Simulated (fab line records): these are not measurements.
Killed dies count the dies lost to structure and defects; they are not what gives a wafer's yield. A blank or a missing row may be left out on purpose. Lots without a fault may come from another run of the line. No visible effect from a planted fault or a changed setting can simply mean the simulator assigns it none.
What tool caused it? -- flow sky130 -- 7 lots, 21 wafers sampled, at 4 steps of a route of 708

WHAT EACH GAUGE READ, for each wafer
SKY_SD_N_TW_MEAS_12.
lot,measured,on,SD_N_TW
L418,day 28 06:02,filmMetro-04,3965 3981 3994
L420,day 28 15:55,filmMetro-04,3994 3988 3984
L423,day 30 16:59,filmMetro-01,3986 4002 4011
L429,day 32 08:22,filmMetro-02,1377 1381 1386
L432,day 33 01:29,filmMetro-02,3965 3971 3959
L435,day 34 01:20,filmMetro-02,3939 3948 3949
L438,day 34 19:46,filmMetro-02,3978 3995 3994

EACH LOT AND THE TOOL THAT RAN IT (in order: tool; ch and the chambers of the sampled wafers; start)
lot,SKY_POLY_CUT_STRIP_12,SKY_SD_N_IMPLANT_09,SKY_SD_N_STRIP_11
L418,"plasmaAsher-02 ch 0,1, day 24 15:03","implanter-01 ch 0, day 28 05:40","plasmaAsher-04 ch 0,1, day 28 05:56"
L420,"plasmaAsher-01 ch 0,1, day 24 23:25","implanter-04 ch 0, day 28 15:31","plasmaAsher-01 ch 0,1, day 28 15:49"
L423,"plasmaAsher-04 ch 0,1, day 27 04:17","implanter-02 ch 0, day 30 16:35","plasmaAsher-01 ch 0, day 30 16:53"
L429,"plasmaAsher-01 ch 0,1, day 28 21:43","implanter-04, day 32 07:58","plasmaAsher-03 ch 1, day 32 08:16"
L432,"plasmaAsher-01 ch 0,1, day 29 15:32","implanter-04 ch 0, day 33 01:05","plasmaAsher-03 ch 0,1, day 33 01:23"
L435,"plasmaAsher-04 ch 0,1, day 30 15:44","implanter-04 ch 0, day 34 00:56","plasmaAsher-01 ch 0,1, day 34 01:13"
L438,"plasmaAsher-01 ch 0,1, day 31 10:59","implanter-01 ch 0, day 34 19:22","plasmaAsher-04 ch 0,1, day 34 19:40"
- SKY_POLY_CUT_STRIP_12: strips in O2/N2.
- SKY_SD_N_IMPLANT_09
- SKY_SD_N_STRIP_11: strips in O2/N2.

THE ANSWER, worked out from the rows above alone
Rule: the lots themselves supply what counts as usual. The widest of any qualifying gaps counts: lots, ordered by their means at a reading, are off when they make up no more than a third of the lots, leave a main group of 4 or more, and stand apart from it by 3 or more times the standard deviation of that group's means. A main group is skipped when, at the precision printed for the reading in the tables above, its means are all equal. Also off: a lot with no number at a reading for which 4 or more lots have one. The other lots that the step has rows for count as sound.
Off: at SKY_SD_N_TW_MEAS_12 (SD_N_TW), L429. Main group: mean 3978, sd 18.
A tool fits if, at a process step before that reading, it ran every lot that is off, and no sound lot after the first of them. Those tools and the gauges at SKY_SD_N_TW_MEAS_12 are tried in the same way. Not one of the candidates tried fits.

WHAT HAD BEEN PUT IN BY THE SIMULATOR
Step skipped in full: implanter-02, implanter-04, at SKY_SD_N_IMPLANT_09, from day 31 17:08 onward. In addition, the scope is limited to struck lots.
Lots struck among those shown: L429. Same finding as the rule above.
